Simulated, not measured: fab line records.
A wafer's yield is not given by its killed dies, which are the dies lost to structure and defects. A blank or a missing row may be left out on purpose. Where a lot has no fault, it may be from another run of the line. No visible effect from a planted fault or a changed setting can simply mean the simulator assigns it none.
A lot that was struck, set against a sound lot    flow sky130    15 steps out of a route of 708
Sound: these wafers, L141.2, L141.3, L141.4. Wafers struck: L153.2, L153.3, L153.4. The cause is given at the end.
For every step that has rows: the tool of each side, followed by ch and its chambers, followed by its first start. Under that, the readings that differ: sound wafers    struck wafers    difference of the means    sigmas: that difference in standard deviations of wafers without a fault.
alike: readings whose means differ by less than 2 such deviations, and words and numbers that are the same on both sides. not compared: withheld readings, readings that some wafer has no value for, bounds like >300 that may hide the same value, and numbers for which the record gives no deviation and whose values overlap.
Wherever a step has rows on one side only, a row that says differs or no value, or a row with sigmas, the two part there. When numbers do not overlap yet have no deviation, they are printed without sigmas and do not part them. A reading that every wafer of one side lacks parts them only if that side has two wafers or more.

SKY_NWELL_RS_MEAS_29: a four-point-probe measurement.
  sound on film-metro-01 at day 5 12:26; struck on film-metro-03 at day 8 12:23
  alike: NWELL_RS
SKY_NWELL_RS_MEAS_31: a four-point-probe measurement.
  sound on film-metro-01 at day 5 12:41; struck on film-metro-03 at day 8 12:37
reading           sound           struck          difference  sigmas
PWDE_RS (ohm/sq)  5274 5253 5242  5313 5308 5317  +56         +3
then, 7 steps without rows for these wafers: SKY_VT_ADJUST_HVTP_DEHYDRATE_00 (time 60 s); SKY_VT_ADJUST_HVTP_HMDS_01 (prime time 60 s); SKY_VT_ADJUST_HVTP_COAT_02 (resist thk 1140 nm); SKY_VT_ADJUST_HVTP_SOFTBAKE_03 (time 60 s); SKY_VT_ADJUST_HVTP_EXPOSE_04 (exposes mask HVTPM, target cd 380 nm); SKY_VT_ADJUST_HVTP_PEB_05; SKY_VT_ADJUST_HVTP_DEVELOP_06 (develop time 60 s).
SKY_VT_ADJUST_HVTP_CD_MEAS_07: target cd 380 nm.
  sound on cd-sem-01 at day 6 05:32; struck on cd-sem-01 at day 9 09:18
  alike: cd-nm
SKY_VT_ADJUST_HVTP_OVL_MEAS_08:
  sound on overlay-01 at day 6 05:38; struck on overlay-02 at day 9 09:25
  alike: VT_ADJUST_HVTP_OVL
SKY_VT_ADJUST_HVTP_IMPLANT_09:
  sound on implanter-02 ch 0, day 6 05:42; struck on implanter-04 ch 0, day 9 09:28
reading                    sound              struck             difference  sigmas
implant-ion-amu            75 75 75           49 49 49           -26         
model.implant.rp-nm (nm)   84.47 84.47 84.47  107.6 107.6 107.6  +23.1       
model.implant.drp-nm (nm)  33.4 33.4 33.4     46.43 46.43 46.43  +13.03      
SKY_VT_ADJUST_HVTP_STRIP_10: strips in O2/N2.
  sound on plasma-asher-04 ch 0,1, day 6 05:49; struck on plasma-asher-03 ch 0,1, day 9 09:35
reading                      sound        struck       difference  sigmas
drypump-motor-current-A (A)  5.0 5.6 5.0  5.9 5.9 6.0  +0.7        +2
  alike: oes-product-au, strip-time-to-endpoint-s
  not compared: rf-hours-counter-h
SKY_VT_ADJUST_HVTP_TW_MEAS_11:
  sound on film-metro-04 at day 6 05:56; struck on film-metro-02 at day 9 09:42
reading            sound           struck       difference  sigmas
VT_ADJUST_HVTP_TW  1369 1372 1377  752 760 756  -617        -47
then, 1 step without rows for these wafers: SKY_VT_ADJUST_LVTN_DEHYDRATE_00 (time 60 s).

== WHERE THEY PART ==
Last at SKY_VT_ADJUST_HVTP_TW_MEAS_11 as far as this record goes, first at SKY_NWELL_RS_MEAS_31.

WHY: what had been put in by the simulator
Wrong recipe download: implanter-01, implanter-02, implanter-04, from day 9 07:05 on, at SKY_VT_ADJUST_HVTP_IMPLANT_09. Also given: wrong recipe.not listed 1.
